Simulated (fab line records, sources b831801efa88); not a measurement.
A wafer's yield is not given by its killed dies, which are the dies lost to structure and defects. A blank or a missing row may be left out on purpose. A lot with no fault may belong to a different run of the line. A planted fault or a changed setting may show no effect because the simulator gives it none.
fab line records    flow sky130
record: lots: 12  wafers: 36  last_day: 50
route steps=708 shown POLY_CUT@316 SD_P@328 SD_N@356 LI_CONTACT@365 PAD_OPEN@708
lots that met no fault: from a run of the same line without faults
start_h: hours from the record's first day to the start of the lot's first wafer shown    wait_h: time in hours since the lot's previous step    " as in the row above    L1.1+2: several wafers, shown together as one row    - either no value or no given start    * or withheld: withheld    < > ~ a bound
route shown NAME@n: NAME is a module with steps in the file, n the number in the route of the first one    usual: the fault-free wafers' mean and standard deviation    same: alike in all rows    chamber/n: place in a boat    sites: each site's reading    _std_site: the values' standard deviation    _edge_site: the outer-site mean with the inner-site mean subtracted    radius_mm: for every site, how far away it sits from the centre of the wafer    mask NAME#n: copy n    behind: the last tool/chamber to shape the wafer    hold: cause of the lot's hold/its duration in hours/its outcome    device: the n, p or np transistor that did not switch    end of line: the same wafers' tests at the end of the route    a step without rows: its recipe alone    killed: the dies lost at the first sort to structure and to defects; this is not the yield of the wafer    map: a wafer's dies, marking killed ones x, the rest . and places with no die _
set.NAME: the setting that was run; set.NAME@STEP: the one run at that earlier step    model.NAME: the simulator's own value behind a step, which no gauge read
one table for each step of the route and one row for each wafer, over a sample of lots
services: the hour from which a tool's chamber was out of use, counted from the record's first day as start_h (under 0 if before that day), plus the number of hours and why
== steps ==
step: SKY_POLY_CUT_OVL_MEAS_09
usual: POLY_CUT_OVL: 0/4.8
lot.wafer  tool        chamber  start_h  wait_h  POLY_CUT_OVL[nm]
L306.1     overlay-01  -        561.49   0.1     -1
L306.4     "           -        "        "       -2
L306.6     "           -        "        "       1
L310.3     overlay-02  -        618.40   0.1     -6
L310.4     "           -        "        "       -1
L310.5     "           -        "        "       -5
L312.3     overlay-01  -        625.80   0.1     0
L312.5     "           -        "        "       5
L312.6     "           -        "        "       6
L315.1     overlay-02  -        637.61   0.1     0
L315.5     "           -        "        "       5
L315.6     "           -        "        "       4
L316.3     overlay-02  -        646.42   0.1     3
L316.5     "           -        "        "       -3
L316.6     "           -        "        "       -2
L318.2     overlay-02  -        661.51   0.1     -4
L318.3     "           -        "        "       -9
L318.5     "           -        "        "       -6
L319.1     overlay-01  -        665.24   0.1     -5
L319.2     "           -        "        "       -3
L319.4     "           -        "        "       -4
L321.2     overlay-01  -        686.77   0.1     -4
L321.4     "           -        "        "       -5
L321.5     "           -        "        "       6
L323.2     overlay-02  -        704.56   0.1     9
L323.4     "           -        "        "       6
L323.6     "           -        "        "       7
L326.1     overlay-01  -        721.64   0.1     -1
L326.3     "           -        "        "       -3
L326.5     "           -        "        "       -3
L327.3     overlay-02  -        736.03   0.1     -2
L327.5     "           -        "        "       1
L327.6     "           -        "        "       4
L328.1     overlay-02  -        738.06   0.1     -3
L328.2     "           -        "        "       -8
L328.5     "           -        "        "       -4
step: SKY_SD_P_OVL_MEAS_08
usual: SD_P_OVL: -0.6/1.6
lot.wafer  tool        chamber  start_h  wait_h  SD_P_OVL[nm]
L306.1     overlay-01  -        590.12   0.1     -1.5
L306.4     "           -        "        "       -0.1
L306.6     "           -        "        "       -2.2
L310.3     overlay-01  -        647.67   0.1     -2.4
L310.4     "           -        "        "       -1.2
L310.5     "           -        "        "       -2.0
L312.3     overlay-01  -        656.05   0.1     0.9
L312.5     "           -        "        "       -0.4
L312.6     "           -        "        "       -0.4
L315.1     overlay-02  -        665.54   0.1     3.3
L315.5     "           -        "        "       2.9
L315.6     "           -        "        "       2.5
L316.3     overlay-02  -        674.88   0.1     -1.4
L316.5     "           -        "        "       -0.5
L316.6     "           -        "        "       -1.0
L318.2     overlay-02  -        688.31   0.1     -1.0
L318.3     "           -        "        "       -0.1
L318.5     "           -        "        "       1.3
L319.1     overlay-02  -        692.79   0.1     -0.4
L319.2     "           -        "        "       -0.3
L319.4     "           -        "        "       -1.1
L321.2     overlay-02  -        714.56   0.1     -1.1
L321.4     "           -        "        "       -0.2
L321.5     "           -        "        "       -1.9
L323.2     overlay-02  -        732.57   0.1     2.4
L323.4     "           -        "        "       2.3
L323.6     "           -        "        "       1.3
L326.1     overlay-01  -        748.74   0.1     -3.0
L326.3     "           -        "        "       -0.7
L326.5     "           -        "        "       -1.9
L327.3     overlay-01  -        762.78   0.1     -2.4
L327.5     "           -        "        "       -4.0
L327.6     "           -        "        "       -5.0
L328.1     overlay-02  -        764.32   0.1     -0.6
L328.2     "           -        "        "       -0.9
L328.5     "           -        "        "       0.1
step: SKY_SD_N_RTA_14
recipe: temp_c: 1075  time_s: 2  idle_temp_c: 650  ramp_up_c_per_s: 150  ramp_down_c_per_s: 90  ambient: N2
usual: lamp_power_pct: 15.73/0.052  ramp_up_c_per_s: 150.00/0.027  wafer_temp_C_max: 1078.1/1.3
lot.wafer  tool           chamber  start_h  wait_h  lamp_power_pct  ramp_up_c_per_s  wafer_temp_C_max
L306.1     rtp_anneal-02  0        648.51   0.0     15.73           149.99           1079.7
L306.4     "              0        "        "       15.67           149.99           1077.9
L306.6     "              0        "        "       15.84           149.98           1076.5
L310.3     rtp_anneal-01  0        704.18   0.0     15.77           149.98           1078.8
L310.4     "              0        "        "       15.76           149.98           1078.0
L310.5     "              0        "        "       15.72           150.00           1075.8
L312.3     rtp_anneal-01  0        712.33   0.0     15.78           149.98           1075.9
L312.5     "              0        "        "       15.70           150.00           1077.2
L312.6     "              0        "        "       15.64           150.02           1076.0
L315.1     rtp_anneal-02  0        720.85   0.0     14.52           150.00           1081.0
L315.5     "              0        "        "       14.31           150.04           1078.9
L315.6     "              0        "        "       14.37           149.99           1077.5
L316.3     rtp_anneal-02  0        731.08   0.0     14.28           150.02           1076.3
L316.5     "              0        "        "       14.37           150.01           1076.5
L316.6     "              0        "        "       14.38           150.07           1078.7
L318.2     rtp_anneal-02  0        744.62   0.0     14.40           149.98           1078.8
L318.3     "              0        "        "       14.39           149.99           1077.9
L318.5     "              0        "        "       14.35           150.03           1078.0
L319.1     rtp_anneal-01  0        748.01   0.0     15.78           150.00           1078.2
L319.2     "              0        "        "       15.75           150.00           1079.8
L319.4     "              0        "        "       15.71           150.00           1079.9
L321.2     rtp_anneal-01  0        769.82   0.0     15.79           150.02           1078.9
L321.4     "              0        "        "       15.78           149.98           1078.1
L321.5     "              0        "        "       15.71           149.98           1075.0
L323.2     rtp_anneal-01  0        787.07   0.0     15.72           150.00           1078.0
L323.4     "              0        "        "       15.77           150.05           1080.8
L323.6     "              0        "        "       15.81           150.04           1080.4
L326.1     rtp_anneal-02  0        803.06   0.0     15.70           150.00           1078.8
L326.3     "              0        "        "       15.66           150.01           1075.6
L326.5     "              0        "        "       15.65           149.97           1079.4
L327.3     rtp_anneal-01  0        818.17   0.0     15.78           150.02           1075.8
L327.5     "              0        "        "       15.67           150.01           1076.5
L327.6     "              0        "        "       15.65           150.01           1078.7
L328.1     rtp_anneal-02  0        818.66   0.0     15.73           149.97           1076.9
L328.2     "              0        "        "       15.75           150.01           1078.6
L328.5     "              0        "        "       15.76           150.02           1078.4
step: SKY_SD_N_RS_MEAS_16
recipe: thk_meas_gauge: four-point-probe
usual: SD_N_RS: 69.24/0.17
lot.wafer  tool           chamber  start_h  wait_h  SD_N_RS[ohm/sq]
L306.1     film_metro-04  -        648.69   0.1     69.27
L306.4     "              -        "        "       69.15
L306.6     "              -        "        "       69.23
L310.3     film_metro-03  -        704.37   0.1     69.65
L310.4     "              -        "        "       69.59
L310.5     "              -        "        "       69.63
L312.3     film_metro-04  -        712.52   0.1     68.95
L312.5     "              -        "        "       69.21
L312.6     "              -        "        "       69.16
L315.1     film_metro-02  -        721.03   0.1     75.51
L315.5     "              -        "        "       75.51
L315.6     "              -        "        "       75.47
L316.3     film_metro-04  -        731.27   0.1     75.35
L316.5     "              -        "        "       75.32
L316.6     "              -        "        "       75.24
L318.2     film_metro-04  -        744.81   0.1     75.35
L318.3     "              -        "        "       75.24
L318.5     "              -        "        "       75.31
L319.1     film_metro-04  -        748.18   0.1     69.07
L319.2     "              -        "        "       69.04
L319.4     "              -        "        "       69.00
L321.2     film_metro-02  -        770.01   0.1     68.95
L321.4     "              -        "        "       69.25
L321.5     "              -        "        "       69.25
L323.2     film_metro-04  -        787.26   0.1     69.23
L323.4     "              -        "        "       69.18
L323.6     "              -        "        "       69.08
L326.1     film_metro-02  -        803.24   0.1     69.26
L326.3     "              -        "        "       69.21
L326.5     "              -        "        "       69.19
L327.3     film_metro-03  -        818.37   0.1     69.29
L327.5     "              -        "        "       69.32
L327.6     "              -        "        "       69.36
L328.1     film_metro-04  -        818.83   0.1     68.95
L328.2     "              -        "        "       69.03
L328.5     "              -        "        "       69.00
step: SKY_SD_N_RS_MEAS_17
recipe: thk_meas_gauge: four-point-probe
usual: SD_P_RS: 147.1/0.47
lot.wafer  tool           chamber  start_h  wait_h  SD_P_RS[ohm/sq]
L306.1     film_metro-04  -        648.81   0.1     147.0
L306.4     "              -        "        "       147.2
L306.6     "              -        "        "       147.4
L310.3     film_metro-03  -        704.49   0.1     147.9
L310.4     "              -        "        "       148.3
L310.5     "              -        "        "       148.2
L312.3     film_metro-04  -        712.64   0.1     146.7
L312.5     "              -        "        "       146.9
L312.6     "              -        "        "       147.2
L315.1     film_metro-02  -        721.15   0.1     184.0
L315.5     "              -        "        "       184.8
L315.6     "              -        "        "       184.5
L316.3     film_metro-04  -        731.39   0.1     184.2
L316.5     "              -        "        "       184.1
L316.6     "              -        "        "       184.9
L318.2     film_metro-04  -        744.93   0.1     184.6
L318.3     "              -        "        "       184.3
L318.5     "              -        "        "       184.3
L319.1     film_metro-04  -        748.30   0.1     146.5
L319.2     "              -        "        "       146.2
L319.4     "              -        "        "       146.3
L321.2     film_metro-02  -        770.13   0.1     146.4
L321.4     "              -        "        "       147.0
L321.5     "              -        "        "       146.3
L323.2     film_metro-04  -        787.38   0.1     146.8
L323.4     "              -        "        "       146.4
L323.6     "              -        "        "       146.4
L326.1     film_metro-02  -        803.36   0.1     147.0
L326.3     "              -        "        "       146.9
L326.5     "              -        "        "       147.0
L327.3     film_metro-03  -        818.49   0.1     147.3
L327.5     "              -        "        "       147.6
L327.6     "              -        "        "       147.2
L328.1     film_metro-04  -        818.95   0.1     146.8
L328.2     "              -        "        "       146.2
L328.5     "              -        "        "       146.6
step: SKY_LI_CONTACT_BOW_MEAS_03
recipe: mode: bow
usual: LI_CONTACT_BOW: 56/6.8
lot.wafer  tool           chamber  start_h  wait_h  LI_CONTACT_BOW[um]
L306.1     film_metro-03  -        649.53   0.2     58
L306.4     "              -        "        "       56
L306.6     "              -        "        "       43
L310.3     film_metro-04  -        705.21   0.2     62
L310.4     "              -        "        "       56
L310.5     "              -        "        "       57
L312.3     film_metro-04  -        713.36   0.2     66
L312.5     "              -        "        "       58
L312.6     "              -        "        "       61
L315.1     film_metro-02  -        721.87   0.1     55
L315.5     "              -        "        "       54
L315.6     "              -        "        "       50
L316.3     film_metro-02  -        732.11   0.1     61
L316.5     "              -        "        "       51
L316.6     "              -        "        "       50
L318.2     film_metro-03  -        748.32   0.1     59
L318.3     "              -        "        "       54
L318.5     "              -        "        "       52
L319.1     film_metro-03  -        749.02   0.1     63
L319.2     "              -        "        "       68
L319.4     "              -        "        "       62
L321.2     film_metro-04  -        770.90   0.2     59
L321.4     "              -        "        "       48
L321.5     "              -        "        "       60
L323.2     film_metro-03  -        788.15   0.3     68
L323.4     "              -        "        "       69
L323.6     "              -        "        "       56
L326.1     film_metro-02  -        804.09   0.2     57
L326.3     "              -        "        "       44
L326.5     "              -        "        "       60
L327.3     film_metro-02  -        819.21   0.1     56
L327.5     "              -        "        "       62
L327.6     "              -        "        "       68
L328.1     film_metro-02  -        819.67   0.2     60
L328.2     "              -        "        "       49
L328.5     "              -        "        "       65
step: SKY_PAD_OPEN_PROBE_99
usual: killed_at_M0_to_M3: 43/7.4  killed_at_M4_up: 3.5/2.1  killed_at_contacts: 24/5.4  killed_at_front_end: 15/4.7  killed_at_other: 0.2/0.44  killed_dies: 85/10  killed_on_rim: 17/4.2  killed_open: 47/7.1  killed_short: 38/7
same: gross_dies: 492  killed_at_back_side: 0
lot.wafer  tool       chamber  start_h  wait_h  killed_at_M0_to_M3  killed_at_M4_up  killed_at_contacts  killed_at_front_end  killed_at_other  killed_dies  killed_on_rim  killed_open  killed_short
L306.1     prober-01  -        1077.82  0.1     53                  3                25                  10                   1                92           17             58           34
L306.4     prober-01  -        1077.97  0.2     38                  1                34                  15                   0                88           21             54           34
L306.6     prober-01  -        1078.07  0.2     50                  4                22                  16                   0                92           20             41           51
L310.3     prober-02  -        1121.81  0.2     52                  3                35                  9                    1                100          23             60           40
L310.4     prober-02  -        1121.86  0.2     35                  5                25                  18                   0                83           19             56           27
L310.5     prober-02  -        1121.91  0.2     35                  1                30                  17                   0                83           20             42           41
L312.3     prober-02  -        1127.48  0.2     32                  7                24                  28                   0                91           20             50           41
L312.5     prober-02  -        1127.58  0.2     40                  5                33                  15                   1                94           17             62           32
L312.6     prober-02  -        1127.63  0.2     37                  2                24                  13                   0                76           17             44           32
L315.1     prober-01  -        1129.98  0.1     41                  7                30                  10                   0                88           11             46           42
L315.5     prober-01  -        1130.18  0.2     35                  2                23                  23                   0                83           18             49           34
L315.6     prober-01  -        1130.23  0.2     52                  0                20                  8                    0                80           11             37           43
L316.3     prober-01  -        1140.55  0.2     36                  1                21                  15                   0                73           10             29           44
L316.5     prober-01  -        1140.65  0.2     35                  2                31                  13                   1                82           10             45           37
L316.6     prober-01  -        1140.70  0.2     49                  1                25                  19                   0                94           24             69           25
L318.2     prober-01  -        1149.54  0.1     36                  0                25                  12                   0                73           13             42           31
L318.3     prober-01  -        1149.59  0.2     41                  5                21                  11                   0                78           19             51           27
L318.5     prober-01  -        1149.69  0.2     37                  3                27                  16                   1                84           12             51           33
L319.1     prober-02  -        1150.19  0.1     36                  2                28                  19                   1                86           18             50           36
L319.2     prober-02  -        1150.24  0.1     40                  5                19                  10                   0                74           13             41           33
L319.4     prober-02  -        1150.34  0.2     35                  3                14                  17                   0                69           14             37           32
L321.2     prober-02  -        1164.39  0.1     44                  2                21                  10                   0                77           17             41           36
L321.4     prober-02  -        1164.49  0.2     42                  4                18                  11                   0                75           16             31           44
L321.5     prober-02  -        1164.54  0.2     30                  7                22                  17                   0                76           12             38           38
L323.2     prober-02  -        1176.03  0.1     60                  5                23                  7                    0                95           26             50           45
L323.4     prober-02  -        1176.13  0.2     49                  2                21                  20                   0                92           29             55           37
L323.6     prober-02  -        1176.23  0.2     32                  4                24                  21                   0                81           11             47           34
L326.1     prober-01  -        1185.21  0.1     59                  4                34                  8                    0                105          24             48           57
L326.3     prober-01  -        1185.31  0.2     48                  4                20                  18                   1                91           18             50           41
L326.5     prober-01  -        1185.41  0.2     48                  2                39                  16                   0                105          20             52           53
L327.3     prober-02  -        1192.93  0.2     47                  3                29                  12                   0                91           19             50           41
L327.5     prober-02  -        1193.03  0.2     40                  3                14                  16                   1                74           18             47           27
L327.6     prober-02  -        1193.08  0.2     50                  4                20                  13                   0                87           16             52           34
L328.1     prober-01  -        1194.77  0.1     31                  0                30                  17                   0                78           17             47           31
L328.2     prober-01  -        1194.82  0.1     39                  0                27                  14                   0                80           15             52           28
L328.5     prober-01  -        1194.97  0.2     32                  0                20                  13                   0                65           11             43           22
killed by level:class
L306.1 VIA1:geometric_particle:open=17 VIA3:geometric_particle:open=10 CONTACT:geometric_particle:open=9 LI_CONTACT:geometric_particle:open=7 VIA2:geometric_particle:open=7 VIA1:geometric_particle:short=6 FIELD_ISO:geometric_particle:short=4 CONTACT:geometric_particle:short=4
L306.4 CONTACT:geometric_particle:open=13 VIA1:geometric_particle:open=8 VIA2:geometric_particle:open=8 FIELD_ISO:geometric_particle:open=6 FIELD_ISO:geometric_particle:short=6 LI_CONTACT:geometric_particle:open=5 VIA3:geometric_particle:open=5 CONTACT:geometric_particle:short=5
L306.6 VIA1:geometric_particle:open=12 VIA2:geometric_particle:open=9 CONTACT:geometric_particle:open=8 FIELD_ISO:geometric_particle:short=7 CONTACT:geometric_particle:short=6 METAL1:geometric_particle:short=6 POLY_GATE:geometric_particle:short=5 LOCAL_INTERCONNECT:geometric_particle:short=4
L310.3 VIA1:geometric_particle:open=19 CONTACT:geometric_particle:open=12 LI_CONTACT:geometric_particle:open=9 VIA2:geometric_particle:open=8 LI_CONTACT:geometric_particle:short=6 VIA3:geometric_particle:open=6 METAL1:geometric_particle:short=5 CONTACT:geometric_particle:short=4
L310.4 VIA2:geometric_particle:open=10 LI_CONTACT:geometric_particle:open=9 CONTACT:geometric_particle:open=9 VIA1:geometric_particle:open=9 FIELD_ISO:geometric_particle:open=6 VIA3:geometric_particle:open=5 FIELD_ISO:geometric_particle:short=4 POLY_GATE:geometric_particle:open=3
L310.5 LI_CONTACT:geometric_particle:open=10 VIA1:geometric_particle:open=10 CONTACT:geometric_particle:short=7 LOCAL_INTERCONNECT:geometric_particle:short=6 VIA2:geometric_particle:open=6 FIELD_ISO:geometric_particle:short=4 CONTACT:geometric_particle:open=4 METAL2:geometric_particle:short=4
L312.3 LI_CONTACT:geometric_particle:open=9 FIELD_ISO:geometric_particle:open=7 CONTACT:geometric_particle:open=7 POLY_GATE:geometric_particle:short=6 LOCAL_INTERCONNECT:geometric_particle:short=6 POLY_GATE:geometric_particle:open=5 VIA2:geometric_particle:open=5 FIELD_ISO:geometric_particle:short=4
L312.5 CONTACT:geometric_particle:open=16 VIA1:geometric_particle:open=10 LI_CONTACT:geometric_particle:open=8 CONTACT:geometric_particle:short=7 VIA3:geometric_particle:open=7 VIA2:geometric_particle:open=7 FIELD_ISO:geometric_particle:short=4 FIELD_ISO:geometric_particle:open=4
L312.6 CONTACT:geometric_particle:open=12 VIA1:geometric_particle:open=9 METAL1:geometric_particle:short=5 VIA1:geometric_particle:short=5 VIA3:geometric_particle:open=5 VIA2:geometric_particle:open=4 LI_CONTACT:geometric_particle:open=4 FIELD_ISO:geometric_particle:open=3
L315.1 VIA2:geometric_particle:open=13 CONTACT:geometric_particle:open=9 METAL1:geometric_particle:short=7 LI_CONTACT:geometric_particle:short=6 LI_CONTACT:geometric_particle:open=5 CONTACT:geometric_particle:short=5 POLY_GATE:geometric_particle:short=4 VIA1:geometric_particle:open=4
L315.5 CONTACT:geometric_particle:open=10 VIA1:geometric_particle:open=8 LI_CONTACT:geometric_particle:open=7 FIELD_ISO:geometric_particle:open=6 POLY_GATE:geometric_particle:open=5 POLY_GATE:geometric_particle:short=5 SPACER:geometric_particle:open=4 CONTACT:geometric_particle:short=4
L315.6 METAL1:geometric_particle:short=10 VIA3:geometric_particle:open=8 CONTACT:geometric_particle:short=8 CONTACT:geometric_particle:open=7 VIA2:geometric_particle:open=7 VIA1:geometric_particle:open=6 VIA1:geometric_particle:short=5 VIA3:geometric_particle:short=4
L316.3 VIA1:geometric_particle:open=8 METAL1:geometric_particle:short=6 POLY_GATE:geometric_particle:short=6 LOCAL_INTERCONNECT:geometric_particle:short=6 VIA3:geometric_particle:short=6 METAL2:geometric_particle:short=5 VIA3:geometric_particle:open=5 LI_CONTACT:geometric_particle:open=4
L316.5 VIA1:geometric_particle:open=11 LI_CONTACT:geometric_particle:open=9 VIA3:geometric_particle:open=6 CONTACT:geometric_particle:short=6 LI_CONTACT:geometric_particle:short=5 CONTACT:geometric_particle:open=5 VIA2:geometric_particle:open=5 POLY_GATE:geometric_particle:short=4
L316.6 VIA1:geometric_particle:open=17 FIELD_ISO:geometric_particle:open=9 LI_CONTACT:geometric_particle:open=9 VIA3:geometric_particle:open=8 VIA2:geometric_particle:open=7 CONTACT:geometric_particle:open=7 FIELD_ISO:geometric_particle:short=5 POLY_GATE:geometric_particle:open=4
L318.2 CONTACT:geometric_particle:open=15 VIA1:geometric_particle:open=6 VIA2:geometric_particle:short=5 VIA2:geometric_particle:open=5 FIELD_ISO:geometric_particle:short=4 CONTACT:geometric_particle:short=4 METAL1:geometric_particle:short=4 LI_CONTACT:geometric_particle:open=3
L318.3 VIA1:geometric_particle:open=13 CONTACT:geometric_particle:open=8 VIA3:geometric_particle:open=7 LI_CONTACT:geometric_particle:open=7 VIA2:geometric_particle:open=5 METAL1:geometric_particle:short=5 FIELD_ISO:geometric_particle:open=4 FIELD_ISO:geometric_particle:short=3
L318.5 CONTACT:geometric_particle:open=10 VIA1:geometric_particle:open=9 LI_CONTACT:geometric_particle:open=6 CONTACT:geometric_particle:short=6 FIELD_ISO:geometric_particle:open=5 VIA3:geometric_particle:open=5 VIA2:geometric_particle:open=5 METAL1:geometric_particle:open=4
L319.1 CONTACT:geometric_particle:open=10 VIA1:geometric_particle:open=9 CONTACT:geometric_particle:short=8 FIELD_ISO:geometric_particle:open=7 METAL2:geometric_particle:short=6 LI_CONTACT:geometric_particle:open=5 VIA2:geometric_particle:open=5 VIA3:geometric_particle:open=5
L319.2 CONTACT:geometric_particle:open=12 VIA1:geometric_particle:open=8 FIELD_ISO:geometric_particle:short=5 METAL1:geometric_particle:short=5 METAL1:geometric_particle:open=5 VIA3:geometric_particle:open=5 METAL2:geometric_particle:short=4 VIA3:geometric_particle:short=4
L319.4 VIA1:geometric_particle:open=8 VIA3:geometric_particle:open=8 METAL1:geometric_particle:short=7 FIELD_ISO:geometric_particle:short=5 LI_CONTACT:geometric_particle:open=5 FIELD_ISO:geometric_particle:open=4 LI_CONTACT:geometric_particle:short=4 POLY_CUT:geometric_particle:open=3
L321.2 METAL1:geometric_particle:short=12 VIA1:geometric_particle:open=10 CONTACT:geometric_particle:open=9 CONTACT:geometric_particle:short=5 VIA2:geometric_particle:open=4 VIA1:geometric_particle:short=4 FIELD_ISO:geometric_particle:open=3 LI_CONTACT:geometric_particle:short=3
L321.4 METAL1:geometric_particle:short=9 VIA1:geometric_particle:short=7 VIA1:geometric_particle:open=6 CONTACT:geometric_particle:open=5 VIA3:geometric_particle:open=5 LI_CONTACT:geometric_particle:open=4 CONTACT:geometric_particle:short=4 METAL2:geometric_particle:short=4
L321.5 CONTACT:geometric_particle:open=7 METAL1:geometric_particle:short=6 VIA1:geometric_particle:open=6 FIELD_ISO:geometric_particle:short=5 LI_CONTACT:geometric_particle:open=5 CONTACT:geometric_particle:short=4 VIA2:geometric_particle:open=4 VIA3:geometric_particle:open=4
L323.2 VIA1:geometric_particle:open=21 METAL1:geometric_particle:short=10 VIA2:geometric_particle:open=8 LOCAL_INTERCONNECT:geometric_particle:short=8 LI_CONTACT:geometric_particle:open=6 FIELD_ISO:geometric_particle:short=5 CONTACT:geometric_particle:open=5 METAL2:geometric_particle:short=5
L323.4 VIA1:geometric_particle:open=12 VIA3:geometric_particle:open=9 LI_CONTACT:geometric_particle:open=7 CONTACT:geometric_particle:open=6 POLY_GATE:geometric_particle:open=5 POLY_GATE:geometric_particle:short=5 METAL2:geometric_particle:open=5 METAL2:geometric_particle:short=5
L323.6 POLY_GATE:geometric_particle:open=8 VIA1:geometric_particle:open=8 CONTACT:geometric_particle:open=8 LOCAL_INTERCONNECT:geometric_particle:short=7 FIELD_ISO:geometric_particle:short=6 VIA2:geometric_particle:open=6 LI_CONTACT:geometric_particle:open=6 METAL1:geometric_particle:short=6
L326.1 METAL2:geometric_particle:short=10 LI_CONTACT:geometric_particle:open=9 VIA1:geometric_particle:open=9 VIA2:geometric_particle:open=8 CONTACT:geometric_particle:open=8 LI_CONTACT:geometric_particle:short=7 CONTACT:geometric_particle:short=7 VIA1:geometric_particle:short=6
L326.3 LI_CONTACT:geometric_particle:open=9 VIA1:geometric_particle:open=8 METAL1:geometric_particle:short=8 CONTACT:geometric_particle:open=6 METAL2:geometric_particle:short=6 VIA3:geometric_particle:open=6 FIELD_ISO:geometric_particle:short=5 VIA2:geometric_particle:short=5
L326.5 VIA1:geometric_particle:open=10 CONTACT:geometric_particle:short=10 CONTACT:geometric_particle:open=10 METAL2:geometric_particle:short=9 LI_CONTACT:geometric_particle:open=8 LOCAL_INTERCONNECT:geometric_particle:short=7 VIA2:geometric_particle:open=6 VIA3:geometric_particle:open=6
L327.3 VIA1:geometric_particle:open=13 CONTACT:geometric_particle:open=11 LOCAL_INTERCONNECT:geometric_particle:short=8 LI_CONTACT:geometric_particle:open=7 VIA2:geometric_particle:open=7 FIELD_ISO:geometric_particle:short=6 METAL1:geometric_particle:short=6 VIA1:geometric_particle:short=6
L327.5 VIA1:geometric_particle:open=10 FIELD_ISO:geometric_particle:open=7 VIA3:geometric_particle:open=6 METAL1:geometric_particle:short=5 VIA2:geometric_particle:open=5 LI_CONTACT:geometric_particle:open=4 VIA1:geometric_particle:short=4 POLY_GATE:geometric_particle:short=3
L327.6 VIA2:geometric_particle:open=10 CONTACT:geometric_particle:open=9 VIA1:geometric_particle:open=8 METAL1:geometric_particle:short=7 FIELD_ISO:geometric_particle:open=6 VIA1:geometric_particle:short=6 VIA3:geometric_particle:open=6 LI_CONTACT:geometric_particle:open=5
L328.1 CONTACT:geometric_particle:open=11 VIA1:geometric_particle:open=8 FIELD_ISO:geometric_particle:short=7 VIA2:geometric_particle:open=7 LI_CONTACT:geometric_particle:open=6 LOCAL_INTERCONNECT:geometric_particle:short=6 FIELD_ISO:geometric_particle:open=4 CONTACT:geometric_particle:short=4
L328.2 VIA1:geometric_particle:open=11 CONTACT:geometric_particle:open=9 LI_CONTACT:geometric_particle:open=9 VIA2:geometric_particle:open=7 POLY_GATE:geometric_particle:short=5 FIELD_ISO:geometric_particle:open=4 METAL2:geometric_particle:short=4 VIA3:geometric_particle:open=4
L328.5 VIA2:geometric_particle:open=9 VIA1:geometric_particle:open=8 LI_CONTACT:geometric_particle:open=6 CONTACT:geometric_particle:open=5 VIA3:geometric_particle:open=4 FIELD_ISO:geometric_particle:short=3 FIELD_ISO:geometric_particle:open=3 POLY_GATE:geometric_particle:open=3
== services ==
tool           chamber  start_h  hours  kind
rtp_anneal-02  -        635.99   3.5    pm
rtp_anneal-01  -        757.40   3.7    pm
== key ==
first_sign: step: SKY_SD_N_RTA_14  reading: lamp_power_pct  direction: down  sigmas: 26  usual: 15.73  struck: 14.37
effect: step: SKY_SD_N_RS_MEAS_16  reading: SD_N_RS  direction: up  sigmas: 37  usual: 69.24  struck: 75.37
effect: step: SKY_SD_N_RS_MEAS_17  reading: SD_P_RS  direction: up  sigmas: 80  usual: 147.1  struck: 184.4
met_at SKY_SD_N_RTA_14
struck_lots L315,L316,L318
tester_left_out L315,L316,L318
not_acting_at SKY_POLY_CUT_OVL_MEAS_09,SKY_SD_P_OVL_MEAS_08,SKY_LI_CONTACT_BOW_MEAS_03
onset_between 648.51 720.85
fault: kind: process_parameter_drift  tool: rtp_anneal-02  chamber: -  onset_h: 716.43  steps: SKY_SD_N_RTA_14  channel: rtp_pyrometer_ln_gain  offset: 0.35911  shape: step  end_h: 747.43
tester_left_out: of these lots the tester's yield and bins aren't shown, on N5 and GAA mostly nor the transistor test; their killed dies are dies lost to structure and defects alone, not to doping, threshold or leakage, so they don't give the yield
